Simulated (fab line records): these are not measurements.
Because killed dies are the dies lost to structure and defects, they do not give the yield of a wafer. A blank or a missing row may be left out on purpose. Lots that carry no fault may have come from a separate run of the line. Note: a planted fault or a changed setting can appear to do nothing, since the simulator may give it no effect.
The tool behind it: which one?    flow sky130    13 lots, 39 wafers sampled, at 5 steps of a route of 708

== WHAT THE GAUGES READ, wafer by wafer ==
SKY_SONOS_ONO_THK_MEAS_01. Usual: SONOS_ONO_OXIDATION_THK typically reads 2.62 nm, with standard deviation 0.053.
lot   measured      on             SONOS_ONO_OXIDATION_THK (nm)  flag
L617  day 12 03:34  film metro-01  2.51 2.59 2.55                
L618  day 12 13:23  film metro-04  2.61 2.61 2.59                
L620  day 13 13:22  film metro-04  2.61 2.59 2.54                
L621  day 13 13:23  film metro-01  2.64 2.66 2.57                
L622  day 13 19:07  film metro-03  2.61 2.60 2.57                
L624  day 14 07:59  film metro-01  2.57 2.64 2.68                
L625  day 14 16:01  film metro-04  2.61 2.62 2.72                
L629  day 15 19:23  film metro-03  2.73 2.64 2.63                
L632  day 17 12:04  film metro-03  2.65 2.58 2.53                
L633  day 17 15:21  film metro-03  2.66 2.66 2.63                
L634  day 17 15:21  film metro-04  2.57 2.56 2.61                
L636  day 18 09:42  film metro-04  2.71 2.64 2.71                
L637  day 18 17:38  film metro-04  2.69 2.68 2.66                

SKY_SONOS_ONO_CD_MEAS_13 targets a cd of 410 nm. Usual: cd nm at 409.0 nm, with a standard deviation of 1.8.
lot   measured      on         cd nm (nm)         flag
L617  day 13 04:18  cd sem-01  408.8 408.4 407.6  
L618  day 13 14:53  cd sem-02  407.0 407.2 408.5  
L620  day 14 17:15  cd sem-02  408.2 407.5 409.7  
L621  day 14 16:46  cd sem-02  408.0 407.4 409.1  
L622  day 14 22:30  cd sem-02  411.5 412.6 409.6  
L624  day 15 14:16  cd sem-01  407.9 408.5 407.2  
L625  day 15 21:09  cd sem-02  410.6 410.3 411.5  
L629  day 17 04:02  cd sem-02  414.3 411.8 412.7  
L632  day 18 21:39  cd sem-02  408.8 409.1 411.3  
L633  day 19 01:46  cd sem-02  409.0 407.3 409.5  
L634  day 19 01:52  cd sem-01  410.3 409.6 408.1  
L636  day 19 18:06  cd sem-01  410.2 409.9 408.0  
L637  day 20 03:09  cd sem-02  407.9 408.6 408.9  

SKY_RES_PROTECT_TW_MEAS_08. Usual: POLY_GATE_TW typically reads 4053, with standard deviation 23.
lot   measured      on             POLY_GATE_TW    flag
L617  day 15 15:02  film metro-04  4056 4071 4081  
L618  day 16 07:59  film metro-03  4049 4046 4068  
L620  day 17 08:15  film metro-04  4067 4055 4085  
L621  day 17 08:34  film metro-04  4088 4046 4045  
L622  day 17 11:52  film metro-04  4063 4075 4088  
L624  day 18 08:16  film metro-04  4082 4083 4073  
L625  day 18 14:54  film metro-04  4056 4061 4052  
L629  day 19 21:33  film metro-02  4047 4049 4066  
L632  day 21 20:39  film metro-03  4029 4023 4023  
L633  day 21 21:47  film metro-02  4053 4049 4058  
L634  day 21 21:10  film metro-04  4068 4083 4077  
L636  day 22 16:27  film metro-03  4062 4056 4041  
L637  day 23 02:45  film metro-02  4022 4014 4047  

SKY_LDD_LDN_TW_MEAS_13. Usual: LDD_LDN_TW typically reads 1483, with standard deviation 12.
lot   measured      on             LDD_LDN_TW                     flag
L617  day 23 09:16  film metro-01  1460 1465 1462                 
L618  day 24 06:59  film metro-03  1477 1479 1486                 
L620  day 25 01:41  film metro-04  1490 1485 1488                 
L621  day 25 05:39  film metro-04  1492 1496 1485                 
L622  day 25 06:32  film metro-03  1475 1484 1476                 
L624  day 26 06:03  film metro-03  1488 1495 1489                 
L625  day 26 13:59  film metro-01  1458 1470 1464                 
L629  day 27 12:25  film metro-03  1484 1484 1487                 
L632  day 29 11:24  film metro-01  1566 1573 1563 1564 1568 1574  OFF
L633  day 29 12:05  film metro-01  1567 1568 1564 1568 1566 1573  OFF
L634  day 29 11:59  film metro-04  1488 1489 1485                 
L636  day 30 05:28  film metro-04  1593 1596 1600 1583 1598 1597  OFF
L637  day 30 11:35  film metro-03  1490 1495 1502                 

== TOOL THAT RAN EACH LOT (tool first, then ch and the chambers of the sampled wafers, then the start) ==
lot   SKY_LDD_LDN_IMPLANT_10
L617  implanter-01 ch 0, day 23 08:53
L618  implanter-04 ch 0, day 24 06:35
L620  implanter-04 ch 0, day 25 01:17
L621  implanter-04 ch 0, day 25 05:17
L622  implanter-01 ch 0, day 25 06:08
L624  implanter-03 ch 0, day 26 05:41
L625  implanter-04 ch 0, day 26 13:35
L629  implanter-03 ch 0, day 27 12:01
L632  implanter-03 ch 0, day 29 10:41
L633  implanter-04 ch 0, day 29 11:23
L634  implanter-01 ch 0, day 29 11:37
L636  implanter-01 ch 0, day 30 04:41
L637  implanter-03 ch 0, day 30 11:11
- SKY_LDD_LDN_IMPLANT_10

== AS READ BY THE TOOLS THEMSELVES (means over the sampled wafers that have a number; for cases with no such wafer, the mark the record gives instead) ==
SKY_LDD_LDN_IMPLANT_10. Usual: rotation deg 203.00 degrees, standard deviation 0.05.
lot   tool          rotation deg (degrees)  flag
L617  implanter-01  203.00                  
L618  implanter-04  203.01                  
L620  implanter-04  202.98                  
L621  implanter-04  202.99                  
L622  implanter-01  203.07                  
L624  implanter-03  203.00                  
L625  implanter-04  202.96                  
L629  implanter-03  202.97                  
L632  implanter-03  203.01                  
L633  implanter-04  203.00                  
L634  implanter-01  202.98                  
L636  implanter-01  203.01                  
L637  implanter-03  203.00                  

== THE ANSWER, worked out from the rows above alone ==
Rule: take the mean of a lot's wafers that have a number; if it is more than 3 standard deviations from the usual mean, the lot is off. Also off: a lot with no number at a reading for which 4 or more lots have one. The other lots that the step has rows for count as sound. Order of review: gauges by route order, followed by the tools' own readings, for which a lot's mean as printed above is used. At the first step where some lot is off, the reading lying furthest off is the one used; lots without a number count as furthest.
Off: L632, L633, L636, at SKY_LDD_LDN_TW_MEAS_13 (LDD_LDN_TW).
A tool fits if, at a process step before that reading, it ran every lot that is off, and no sound lot after the first of them. Gauges at SKY_LDD_LDN_TW_MEAS_13: tried the same way as those tools. Of those tried, none fits.

== WHAT HAD BEEN PUT IN BY THE SIMULATOR ==
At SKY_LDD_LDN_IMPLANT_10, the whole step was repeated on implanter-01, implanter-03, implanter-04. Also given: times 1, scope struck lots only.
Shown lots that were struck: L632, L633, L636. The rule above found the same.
